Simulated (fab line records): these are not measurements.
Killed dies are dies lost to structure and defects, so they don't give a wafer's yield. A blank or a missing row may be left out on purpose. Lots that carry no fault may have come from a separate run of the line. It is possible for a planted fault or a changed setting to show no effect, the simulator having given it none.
Problem report, 8D (eight disciplines) form, completed by code ; flow gf180mcu ; the parts of the form that need people (team, actions taken, sign-off) are left out

== 1. THE ISSUE ==
Wafers without a fault read 36.95 s, standard deviation 0.09; strip_time_to_endpoint_s at GF_MVPSD_STRIP_10 reads a mean of 28.78 s on 4 wafers belonging to 3 lots. That puts it -91 standard deviations away from the usual mean.
The step: strips in O2/N2.
Seen first at day 8 07:55 on plasma_asher-04, wafer L947.3. At this step, 36 wafers from 13 lots have a number in the record. By rule, "out" or "out of limits" means more than 4 standard deviations away from the usual mean. The other wafers with a number count as sound.

== 2. WHAT THIS IS AND IS NOT ==
question;is;is not
which readings at this step;strip_time_to_endpoint_s;drypump_motor_current_A, heater_power_w, n2_flow_sccm, oes_product_au
which lots;L947, L948, L950;L934, L935, L938, L939, L940, L949, L951, L954, L956, L957
which wafers of those lots;L947.3, L948.3, L948.5, L950.5;L947.4, L950.4
read on which tools;plasma_asher-02, plasma_asher-04;plasma_asher-03
when;from day 8 07:55;"up to then (16 sound wafers); but 16 sound wafers of L949, L950, L951, L954, L956, L957 came after"

== 3. SUSPECTS, AND WHAT RULES EACH OUT ==
Counting: any tool at a process step up to the reading remains a suspect provided it ran every lot that is out. Sound lots after the first of them don't rule it out here, since some wafers of a struck lot are sound.
- litho_track-01 at GF_MVPSD_COAT_02 (resist thk 3000 nm): kept. Every lot that is out went through it, the first being L947 (day 7 23:37); the last sound lot it ran before that was L940 (day 6 03:32).
The count leaves litho_track-01 at GF_MVPSD_COAT_02.

== 4. THE CAUSE (what the simulator had put in) ==
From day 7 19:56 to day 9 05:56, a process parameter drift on litho_track-01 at GF_MVPSD_COAT_02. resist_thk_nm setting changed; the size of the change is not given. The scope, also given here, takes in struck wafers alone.
Counting left only this tool.

== 5. THE EFFECT CHAIN, in route order ==
Each row: a reading where the mean over the struck wafers with a number is more than 3 standard deviations away from the usual. Only readings whose record carries a usual standard deviation are examined. hours: median over the lots of the time between each lot's start at the first step of this table that gives one and its start at this step. sigmas: the change, counted in usual standard deviations.
hours;step;reading;usual;on struck wafers;change;sigmas
0;GF_MVPSD_STRIP_10;strip_time_to_endpoint_s;36.95 s;28.78;-8.17;-91
Process steps it contains:
- GF_MVPSD_STRIP_10: strips in O2/N2.

== 6. WHAT WOULD HAVE CAUGHT IT SOONER ==
First out-of-limits reading in this record: day 8 07:55, which is 12 hours after fault onset at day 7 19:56.
Among the 3 lots that are out, L950 began GF_MVPSD_COAT_02 on litho_track-01 after day 8 07:55. Had the tool been put on hold then, it would have been spared.
